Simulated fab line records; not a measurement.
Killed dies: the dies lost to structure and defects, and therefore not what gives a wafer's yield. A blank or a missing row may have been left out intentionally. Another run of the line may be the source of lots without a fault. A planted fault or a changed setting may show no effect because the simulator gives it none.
Chamber matching -- flow gf180mcu -- GF_POLY_GATE_ETCH_13 on rieSi-02: 4 sister chambers
The step etches poly-Si in HBr/Cl2, stops on SiO2, target depth 198.5 nm, time 69.6 s. 8 wafers are shown with their chamber, then 7 later ones without.

WAFERS, EACH WITH ITS CHAMBER
wafer,chamber,drypumpMotorCurrentA (A),oesProductAu (a.u.)
L907.1,3,6.0,0.965
L909.2,3,6.0,0.965
L909.5,1,6.6,0.992
L910.1,1,6.7,0.991
L910.2,0,5.3,0.984
L910.4,2,5.7,0.981
L915.1,0,5.3,0.993
L915.4,2,5.7,0.982

WAFERS WITHOUT THEIR CHAMBER
wafer,drypumpMotorCurrentA (A),oesProductAu (a.u.)
L915.6,5.7,0.988
L919.1,5.3,1.004
L919.2,6.7,0.990
L919.4,6.0,0.962
L927.3,6.7,0.978
L927.4,5.7,0.976
L927.5,5.3,0.991

WHICH CHAMBER EACH ONE RAN IN
wafer,from the rows above,in truth
L915.6,2,2
L919.1,0,0
L919.2,1,1
L919.4,3,3
L927.3,1,1
L927.4,2,2
L927.5,0,0
Placed correctly: 7 of 7. From these rows, 0 cannot be placed. Placed wrongly: 0.
How it was worked out, from the rows above alone: a wafer's distance from a chamber is the root of the sum, over the readings, of the square of ((its reading less the chamber's mean) divided by the reading's scatter). The wafer belongs to the nearest chamber; if the next one is less than 2 further off, it can't be placed. The mean given for a chamber averages the wafers shown for that chamber. How the scatter is found: for the shown wafers, subtract from each reading the mean of its chamber, square and add these, divide the total by (wafers less chambers), then take the root.
